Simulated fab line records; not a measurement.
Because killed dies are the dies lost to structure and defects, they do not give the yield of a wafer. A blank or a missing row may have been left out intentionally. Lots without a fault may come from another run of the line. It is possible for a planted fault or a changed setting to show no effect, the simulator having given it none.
One fault through the eyes of 2 desks    flow gf180mcu    every desk sees just its own numbers, and what lay behind them comes last

TOOL OWNER'S DESK, litho_track-01
The tool's own readings at GF_CONTACT_PEB_12 (peb time 90 s): means of the sampled wafers that have a number, for each lot that ran on this tool. If a lot's mean is further than 4 standard deviations from the usual mean, the lot is out of limits and carries the mark OUT (the distance appears in the brackets).
Columns: A = chill_plate_temp_C at GF_CONTACT_PEB_12, usual 23.00 C; B = heater_power_total_W at GF_CONTACT_PEB_12, usual 85.70 W
lot   first seen here  A      B
L727  day 17 19:22     22.98  85.72
L735  day 21 02:22     23.07  86.60 (+10) OUT
L736  day 21 09:49     23.00  87.66 (+22) OUT
This desk's finding: out of limits on L735, L736; first on L735, day 21 02:22 (heater_power_total_W at GF_CONTACT_PEB_12). Within limits: L727.

AT THE METROLOGY DESK
What the gauges read, lot by lot, whatever tool the lot ran on: means of the sampled wafers that have a number. If a lot's mean is further than 4 standard deviations from the usual mean, the lot is out of limits and carries the mark OUT (the distance appears in the brackets).
Columns: A = CONTACT_CVD_00_THK at GF_CONTACT_THK_MEAS_01, usual 300 nm; B = CONTACT_CVD_02_THK at GF_CONTACT_THK_MEAS_03, usual 859 nm; C = CONTACT_BOW at GF_CONTACT_BOW_MEAS_05, usual 66 um; D = cd_nm at GF_CONTACT_CD_MEAS_14, usual 220.5 nm; E = CONTACT_OVL at GF_CONTACT_OVL_MEAS_15, usual 0 nm
lot   first seen here  A    B    C   D      E
L727  day 16 20:33     299  876  66  219.4  -1
L728  day 17 05:48     295  865  57  220.3  -3
L735  day 20 01:46     300  852  66  218.4  3
L736  day 20 09:34     304  860  65  217.3  0
L743  day 22 17:52     301  856  66  217.2  1
L745  day 23 04:45     298  866  70  223.1  0
This desk's verdict: no lot among the 6 shows anything out of limits.

ALL TOGETHER
The tool owner's desk could have raised an alarm at day 21 02:22, on L735, L736.
The metrology desk saw nothing out of limits.
The metrology desk has L735, L736 on record, within its limits.
All the named lots went through GF_CONTACT_PEB_12 on litho_track-01.

WHAT THE SIMULATOR PUT IN
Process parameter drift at GF_CONTACT_PEB_12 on litho_track-01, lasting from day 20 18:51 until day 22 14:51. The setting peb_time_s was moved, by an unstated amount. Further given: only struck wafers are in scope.
Struck lots among those shown: L735, L736.
Each desk's first reading out of limits, in hours after the fault started: the tool owner's desk, 8.
